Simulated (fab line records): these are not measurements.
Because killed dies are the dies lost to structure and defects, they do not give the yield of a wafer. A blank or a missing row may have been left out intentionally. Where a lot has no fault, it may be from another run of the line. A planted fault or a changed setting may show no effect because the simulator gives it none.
Which tool was responsible? ; flow sky130 ; 11 lots with 33 wafers sampled at 2 steps, on a route of 708 steps

## WHAT EACH GAUGE READ, for each wafer
SKY_METAL1_CD_MEAS_15: the cd target is 140 nm.
lot;measured;on;cd-nm (nm)
L438;day 32 18:53;cd-sem-01;139.9 139.4 140.0
L439;day 32 21:22;cd-sem-01;142.9 143.0 142.5
L441;day 33 19:07;cd-sem-02;138.3 136.9 138.5
L442;day 34 05:06;cd-sem-02;138.6 138.6 137.3
L443;day 34 16:35;cd-sem-02;137.8 139.4 138.5
L453;day 38 08:23;cd-sem-02;140.6 142.2 141.2
L449;day 38 10:06;cd-sem-02;137.4 137.3 137.9
L455;day 39 01:59;cd-sem-02;143.4 142.9 144.2
L456;day 39 03:29;cd-sem-02;141.2 140.2 140.5
L457;day 39 08:40;cd-sem-02;137.2 138.3 137.0
L459;day 39 20:20;cd-sem-02;138.3 139.7 139.8

## TOOL THAT RAN EACH LOT (tool first, then ch and the chambers of the sampled wafers, then the start)
lot;SKY_LOCAL_INTERCONNECT_METAL_ETCH_14
L438;rie-metal-03 ch 0,1, day 30 08:22
L439;rie-metal-02 ch 0,1, day 30 11:01
L441;rie-metal-02 ch 0,1, day 31 10:20
L442;rie-metal-04 ch 0, day 31 19:15
L443;rie-metal-03 ch 0,1, day 32 07:04
L453;rie-metal-04 ch 0,1, day 36 01:37
L449;rie-metal-02 ch 0,1, day 36 03:22
L455;rie-metal-02 ch 0,1, day 36 18:32
L456;rie-metal-03 ch 0,1, day 36 20:19
L457;rie-metal-03 ch 0,1, day 37 02:28
L459;rie-metal-04 ch 0,1, day 37 13:31
- SKY_LOCAL_INTERCONNECT_METAL_ETCH_14: etches TiN in Cl2/BCl3, stops on PSG, target depth 110 nm, time 31.4 s.

## THE ANSWER, worked out from the rows above alone
Rule: what is usual is taken from the lots themselves. Put in order of their means at a reading, lots are off if they are a third of the lots or fewer, leave a main group of 4 or more, and stand apart from it by a gap of 3 or more times the standard deviation of the main group's means; of several such gaps the widest counts. If all means in a main group match to the digits the tables above print for the reading, that group is not used. Also off: a lot with no number at a reading for which 4 or more lots have one. All remaining lots with rows at the step are treated as sound.
Across all readings shown, no lot is off: no conclusion can be drawn from this.

## WHAT THE SIMULATOR HAD INSERTED
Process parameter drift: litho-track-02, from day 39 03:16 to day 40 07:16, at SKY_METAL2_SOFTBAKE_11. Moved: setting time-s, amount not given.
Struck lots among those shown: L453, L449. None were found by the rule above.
